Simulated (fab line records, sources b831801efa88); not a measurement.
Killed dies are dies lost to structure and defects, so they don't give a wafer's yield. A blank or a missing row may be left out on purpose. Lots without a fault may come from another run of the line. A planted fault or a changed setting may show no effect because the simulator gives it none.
One fault seen from 2 desks | flow gf180mcu | each desk has only its own numbers; what lay behind them comes last

THE TOOL OWNER'S DESK: pvd_sputter-04
The tool's own readings at GF_V3_SPUTTER_21 (material Ti, target thk 15 nm, time 80.02 s): means of the sampled wafers that have a number, for each lot that ran on this tool. A lot is out of limits, marked OUT, if its mean lies more than 4 standard deviations from the usual mean; the brackets give that distance.
Columns: A = chamber_pressure_pa at GF_V3_SPUTTER_21, usual 4.999 Pa; B = throttle_valve_pct at GF_V3_SPUTTER_21, usual 30.1 %
lot  | first seen here | A                | B
L595 | day 23 09:46    | 5.000            | 30.3
L614 | day 29 09:07    | 4.919 (-8.4) OUT | 29.7
This desk's finding: out of limits on L614; first on L614, day 29 09:07 (chamber_pressure_pa at GF_V3_SPUTTER_21). In limits: L595.

THE METROLOGY DESK
What the gauges read, lot by lot, whatever tool the lot ran on: means of the sampled wafers that have a number. A lot is out of limits, marked OUT, if its mean lies more than 4 standard deviations from the usual mean; the brackets give that distance.
Columns: A = cd_nm at GF_V3_CD_MEAS_14, usual 260.0 nm; B = V3_OVL at GF_V3_OVL_MEAS_15, usual -1 nm
lot  | first seen here | A     | B
L595 | day 23 08:59    | 261.7 | -6
L598 | day 23 23:26    | 260.0 | -3
L601 | day 25 04:33    | 260.7 | -1
L602 | day 25 09:42    | 261.7 | -1
L614 | day 29 08:19    | 257.8 | -3
This desk's finding: nothing out of limits on any of the 5 lots.

PUT TOGETHER
The tool owner's desk could have raised an alarm at day 29 09:07, on L614.
The metrology desk saw nothing out of limits.
The metrology desk has L614 on record, within its limits.
Of the lots named, all ran GF_V3_SPUTTER_21 on pvd_sputter-04.

WHAT THE SIMULATOR HAD PUT IN
Process parameter drift: pvd_sputter-04, from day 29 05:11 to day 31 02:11, at GF_V3_SPUTTER_21. Setting chamber_pressure_pa, moved by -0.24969, from 5. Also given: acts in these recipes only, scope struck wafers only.
Lots struck among those shown: L614.
Hours from the fault's start to each desk's first reading out of limits: the tool owner's desk, 4.
